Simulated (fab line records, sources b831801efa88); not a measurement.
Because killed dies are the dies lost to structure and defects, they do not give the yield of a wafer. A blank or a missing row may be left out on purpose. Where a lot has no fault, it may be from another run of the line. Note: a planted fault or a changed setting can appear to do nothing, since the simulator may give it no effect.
What tool caused it? ; flow sky130 ; 42 wafers from 14 lots sampled at 2 of the route's 708 steps

WHAT THE GAUGES READ, wafer by wafer
SKY_VT_ADJUST_NCORE_CD_MEAS_07 targets a cd of 380 nm.
lot;measured;on;cd-nm (nm)
L848;day 8 17:58;cd-sem-01;376.7 378.9 377.0
L849;day 8 22:54;cd-sem-02;376.7 377.7 381.0
L852;day 10 03:04;cd-sem-02;380.6 380.6 379.4
L853;day 10 04:05;cd-sem-02;380.0 380.5 381.6
L854;day 10 09:03;cd-sem-02;377.1 374.9 374.5
L855;day 10 17:47;cd-sem-02;379.4 380.9 380.9
L856;day 11 01:15;cd-sem-02;381.9 381.6 380.3
L859;day 11 19:01;cd-sem-01;382.3 379.6 382.5
L860;day 12 02:20;cd-sem-01;375.7 379.5 375.5
L861;day 12 09:20;cd-sem-01;381.3 377.9 378.7
L862;day 12 18:25;cd-sem-02;379.1 379.9 377.9
L863;day 13 00:21;cd-sem-01;376.0 375.1 376.3
L865;day 13 11:16;cd-sem-02;376.6 375.3 375.9
L869;day 14 16:46;cd-sem-02;376.5 376.3 375.5

WHAT TOOL EACH LOT RAN ON (gives the tool, then ch and the chambers of the sampled wafers, and finally the start)
lot;SKY_NWELL_RTA_28
L848;rtp-anneal-02 ch 0, day 5 10:38
L849;rtp-anneal-02 ch 0, day 5 16:20
L852;rtp-anneal-02 ch 0, day 6 10:41
L853;rtp-anneal-01 ch 0, day 6 16:50
L854;rtp-anneal-02 ch 0, day 6 21:15
L855;rtp-anneal-01 ch 0, day 7 04:29
L856;rtp-anneal-02 ch 0, day 7 10:14
L859;rtp-anneal-01 ch 0, day 8 02:29
L860;rtp-anneal-02 ch 0, day 8 08:18
L861;rtp-anneal-01 ch 0, day 8 14:28
L862;rtp-anneal-02 ch 0, day 8 22:08
L863;rtp-anneal-01 ch 0, day 9 03:29
L865;rtp-anneal-01 ch 0, day 9 12:11
L869;rtp-anneal-02 ch 0, day 10 16:34
- SKY_NWELL_RTA_28: time 30 s.

AS READ BY THE TOOLS THEMSELVES (means over the sampled wafers that have a number; for cases with no such wafer, the mark the record gives instead)
SKY_NWELL_RTA_28.
lot;tool;anneal-temp-c-max;lamp-power-pct (%);ramp-down-c-per-s;wafer_temp_C_max
L848;rtp-anneal-02;1056.1;25.32;90.025;1054.5
L849;rtp-anneal-02;1054.8;25.31;89.991;1054.9
L852;rtp-anneal-02;1055.0;25.33;90.000;1053.9
L853;rtp-anneal-01;1058.5;25.33;90.007;1054.8
L854;rtp-anneal-02;1055.7;25.37;89.993;1055.1
L855;rtp-anneal-01;1057.4;25.32;90.013;1055.1
L856;rtp-anneal-02;1056.0;25.33;89.989;1055.7
L859;rtp-anneal-01;1057.4;25.30;89.984;1055.5
L860;rtp-anneal-02;1055.6;25.33;89.987;1055.2
L861;rtp-anneal-01;1058.3;25.33;89.986;1055.2
L862;rtp-anneal-02;1055.5;25.32;90.010;1055.0
L863;rtp-anneal-01;1057.8;25.31;90.000;1055.1
L865;rtp-anneal-01;1059.5;25.27;90.000;1054.8
L869;rtp-anneal-02;1055.7;25.27;90.009;1054.3

THE ANSWER, worked out from the rows above alone
Rule: usual is defined by the lots themselves. Put in order of their means at a reading, lots are off if they are a third of the lots or fewer, leave a main group of 4 or more, and stand apart from it by a gap of 3 or more times the standard deviation of the main group's means; of several such gaps the widest counts. Not used: any main group whose means are identical at the precision the tables above print for the reading. Also off: a lot with no number at a reading for which 4 or more lots have one. All remaining lots with rows at the step are treated as sound. First the gauges in route order, then the tools' own readings, where a lot's mean is used as printed above. The first step at which some lot is off is used, and at that step the reading that is off furthest; a lot without a number counts as furthest.
No lot is off on any of the readings shown, so nothing can be concluded from this.

WHAT THE SIMULATOR PUT IN
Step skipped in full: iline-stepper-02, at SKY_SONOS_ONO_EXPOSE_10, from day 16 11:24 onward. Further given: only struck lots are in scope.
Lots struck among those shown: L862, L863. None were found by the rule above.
